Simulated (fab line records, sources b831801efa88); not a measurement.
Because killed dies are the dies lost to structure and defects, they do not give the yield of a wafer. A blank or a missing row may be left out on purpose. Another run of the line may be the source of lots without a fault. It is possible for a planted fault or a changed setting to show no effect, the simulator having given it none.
Code-filled problem report in 8D (eight disciplines) form ; flow sky130 ; the parts of the form that need people (team, actions taken, sign-off) are left out

## 1. WHAT WENT WRONG
heater power total W at SKY_GATE_OXIDE_SOFTBAKE_06 reads a mean of 58.07 W on 1 wafer of 1 lot; wafers without a fault read 56.60 W with a standard deviation of 0.041. Relative to the usual mean, that is a shift of +36 standard deviations.
The step: time 60 s.
First observed at day 17 17:08: wafer L495.5, on litho track-02. Wafers with a number at this step in the record: 39, from 13 lots. The rule behind "out" and "out of limits": a value lying over 4 standard deviations away from the usual mean. The rest of the wafers with a number are treated as sound.

## 2. WHAT IT IS, WHAT IT ISN'T
question;is;is not
which readings at this step;heater power total W, run length s;-
which lots;L495;L482, L483, L486, L487, L488, L493, L498, L499, L500, L502, L504, L505
which wafers of those lots;L495.5;L495.2, L495.3
read on which tools;litho track-02;litho track-01, litho track-03
when;from day 17 17:08;"up to then (20 sound wafers); but 18 sound wafers of L498, L499, L500, L502, L504, L505 came after"

## 3. SUSPECTS, AND WHAT RULES EACH OUT
Counting: any tool at a process step up to the reading remains a suspect provided it ran every lot that is out. Sound lots after the first of them don't rule it out here, since some wafers of a struck lot are sound.
- rie diel-01 at SKY_SONOS_ONO_ETCH_15 (etches the open film in CHF3/O2, target depth 19.52 nm, time 7.8 s): kept. L495, the lot that is out, went through it at day 17 00:16; up to then, the latest sound lot through it was L488 at day 14 17:02.
- litho track-02 at SKY_GATE_OXIDE_SOFTBAKE_06 (time 60 s): kept. L495, the lot that is out, went through it at day 17 17:08; up to then, the latest sound lot through it was L488 at day 15 09:32. On those wafers its own readings are out: heater power total W, run length s.
- In rie diel-01 at SKY_SONOS_ONO_ETCH_15, the wafers that are out were processed in chamber 0 and their sound lot-mates in chambers 2, 3.
What counting leaves: rie diel-01 at SKY_SONOS_ONO_ETCH_15 and litho track-02 at SKY_GATE_OXIDE_SOFTBAKE_06.

## 4. THE CAUSE (what the simulator had put in)
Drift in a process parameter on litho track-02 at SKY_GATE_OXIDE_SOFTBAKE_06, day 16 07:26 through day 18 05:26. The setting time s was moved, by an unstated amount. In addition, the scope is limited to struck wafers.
2 suspects survive the count, and this tool is in that group.

## 5. THE EFFECT CHAIN, in route order
Rows list readings where the struck wafers' mean (over those with a number) sits beyond 3 standard deviations from the usual. Only readings for which the record gives a usual standard deviation are gone through. hours: the time from each lot's start at the first step in this table that gives one to its start at this step, as a median over the lots. sigmas: the change in usual standard deviations.
hours;step;reading;usual;on struck wafers;change;sigmas
0;SKY_GATE_OXIDE_SOFTBAKE_06;heater power total W;56.60 W;58.07;+1.47;+36
0;SKY_GATE_OXIDE_SOFTBAKE_06;run length s;89.19 s;84.57;-4.62;-21
Here are the process steps it includes:
- SKY_GATE_OXIDE_SOFTBAKE_06: time 60 s.
At these later measuring or inspecting steps, every struck wafer for which the step has a row has a number for every such reading, and none has moved that far: SKY_RES_PROTECT_TW_MEAS_08.

## 6. HOW IT WOULD HAVE BEEN CAUGHT EARLIER
34 hours passed between the start of the fault at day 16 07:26 and the first reading out of limits in this record, taken at day 17 17:08.
